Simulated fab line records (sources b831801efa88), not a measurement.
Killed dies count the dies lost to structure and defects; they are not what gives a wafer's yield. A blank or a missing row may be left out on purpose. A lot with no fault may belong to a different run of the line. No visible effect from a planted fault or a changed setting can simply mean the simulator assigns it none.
Matching of chambers -- flow sky130 -- hdpcvd-02 running SKY_LI_CONTACT_HDPCVD_00: 3 sister chambers
The step deposits PSG, target thk 930 nm, time 155 s. 6 wafers are shown with their chamber, then 7 later ones without.

EACH WAFER AND ITS CHAMBER
wafer,chamber,run-length-s (s)
L660.4,2,183.9
L662.1,0,182.7
L662.2,1,182.1
L662.4,1,182.0
L675.1,0,182.7
L675.3,2,183.8

WAFERS WHOSE CHAMBER IS MISSING
wafer,run-length-s (s)
L675.5,182.7
L676.2,184.0
L676.3,182.1
L676.5,183.5
L680.2,182.0
L680.3,183.5
L680.4,182.1

EACH ONE'S CHAMBER
wafer,from the rows above,in truth
L675.5,0,0
L676.2,2,2
L676.3,1,1
L676.5,2,2
L680.2,1,1
L680.3,2,2
L680.4,1,1
Correctly placed: 7 of 7. Not placeable from these rows: 0. Wrongly placed: 0.
How it was worked out, from the rows above alone: a wafer's distance from a chamber is the root of the sum, over the readings, of the square of ((its reading less the chamber's mean) divided by the reading's scatter). The wafer belongs to the nearest chamber; if the next one is less than 2 further off, it can't be placed. A chamber's mean is the mean of its shown wafers. The scatter: take each reading less its chamber's mean, square it, sum over the shown wafers, divide by the number of wafers less the number of chambers, and take the root.
